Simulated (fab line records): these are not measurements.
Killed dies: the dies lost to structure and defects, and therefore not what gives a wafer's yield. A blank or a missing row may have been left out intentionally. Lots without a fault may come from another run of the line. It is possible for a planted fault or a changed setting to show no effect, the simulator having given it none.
Tool commonality check | flow sky130 | Lots sampled 13, wafers sampled 39

## REASON IT WAS OPENED
Of 13 lots, 1 have the reading RES_XHIGH_RS flagged at SKY_SD_N_RS_MEAS_18. Fault-free wafers read 333.5 ohm/sq, with a standard deviation of 1.3.
Rule: a lot is flagged when every wafer of it that has a number lies more than 4 standard deviations from that mean, or none has a number. The rest of the lots are taken to be sound.

lot  | measured     | on            | RES_XHIGH_RS (ohm/sq), wafer by wafer | flag
L462 | day 28 04:38 | film metro-04 | 332.3 332.7 332.2                     |
L463 | day 28 15:47 | film metro-04 | 333.3 333.7 335.0                     |
L464 | day 28 18:08 | film metro-03 | 333.1 333.2 333.7                     |
L465 | day 29 00:08 | film metro-02 | 334.0 333.7 335.3                     |
L466 | day 29 09:14 | film metro-04 | 331.1 332.1 332.5                     |
L467 | day 29 15:35 | film metro-03 | 334.3 334.2 334.1                     |
L470 | day 30 16:56 | film metro-02 | 332.3 334.1 333.0                     |
L471 | day 31 01:37 | film metro-03 | 334.3 334.5 335.3                     |
L472 | day 31 09:49 | film metro-02 | 333.3 332.2 333.6                     |
L473 | day 31 22:58 | film metro-04 | 333.3 334.5 336.0                     |
L477 | day 33 00:16 | film metro-03 | 334.0 334.3 334.0                     |
L478 | day 33 09:35 | film metro-02 | 350.9 351.8 351.4                     | FLAGGED
L484 | day 35 07:59 | film metro-04 | 334.0 332.6 331.2                     |
The numbers of the flagged lots are 351.4 ohm/sq on average: +17.9 ohm/sq against the usual, or +14 standard deviations.

## EACH LOT AND THE TOOL IT RAN ON
The record keeps 1 process step preceding the reading, out of 708 steps on the route. In each cell: the tool, then ch and the chambers that the sampled wafers went through, then the start.
lot  | flag    | SKY_RES_XHIGH_IMPLANT_07
L462 |         | implanter-01 ch 0, day 26 22:59
L463 |         | implanter-04 ch 0, day 27 09:53
L464 |         | implanter-01 ch 0, day 27 12:41
L465 |         | implanter-01 ch 0, day 27 17:55
L466 |         | implanter-04 ch 0, day 28 04:26
L467 |         | implanter-04 ch 0, day 28 10:13
L470 |         | implanter-02 ch 0, day 29 11:56
L471 |         | implanter-02 ch 0, day 29 20:22
L472 |         | implanter-01 ch 0, day 30 05:14
L473 |         | implanter-01 ch 0, day 30 18:02
L477 |         | implanter-04 ch 0, day 31 20:07
L478 | FLAGGED | implanter-04 ch 0, day 32 06:00
L484 |         | implanter-02 ch 0, day 34 04:13
What is done by these steps:
- SKY_RES_XHIGH_IMPLANT_07
- SKY_SD_N_RS_MEAS_18: measures by four-point-probe.

## FLAGGED OVER TOTAL, TOOL BY TOOL (the gauges that took the reading come last)
step                     | tool          | lots run | flagged | share of the flagged lots | sound lots run after its first flagged lot
SKY_RES_XHIGH_IMPLANT_07 | implanter-01  | 5        | 0       | none                      | -
SKY_RES_XHIGH_IMPLANT_07 | implanter-02  | 3        | 0       | none                      | -
SKY_RES_XHIGH_IMPLANT_07 | implanter-04  | 5        | 1       | all                       | 0
SKY_SD_N_RS_MEAS_18      | film metro-02 | 4        | 1       | all                       | 0
SKY_SD_N_RS_MEAS_18      | film metro-03 | 4        | 0       | none                      | -
SKY_SD_N_RS_MEAS_18      | film metro-04 | 5        | 0       | none                      | -

## WHAT THE TABLE ALLOWS
In 2 table rows, all flagged lots were run: implanter-04 (SKY_RES_XHIGH_IMPLANT_07), film metro-02 (SKY_SD_N_RS_MEAS_18).
- implanter-04 at SKY_RES_XHIGH_IMPLANT_07: 1 of its 5 lots flagged. Its last sound lot is L477 (day 31 20:07), its first flagged lot L478 (day 32 06:00): a fault that began between those two fits.
- film metro-02 at SKY_SD_N_RS_MEAS_18: 1 of its 4 lots flagged. Its last sound lot is L472 (day 31 09:49), its first flagged lot L478 (day 33 09:35): a fault that began between those two fits.
Because each of these 2 tools fits a fault that began at some hour, counting lots does not separate them. More lots, or a look at what each step does to the wafer, might.

## WHAT THE SIMULATOR HAD PUT IN
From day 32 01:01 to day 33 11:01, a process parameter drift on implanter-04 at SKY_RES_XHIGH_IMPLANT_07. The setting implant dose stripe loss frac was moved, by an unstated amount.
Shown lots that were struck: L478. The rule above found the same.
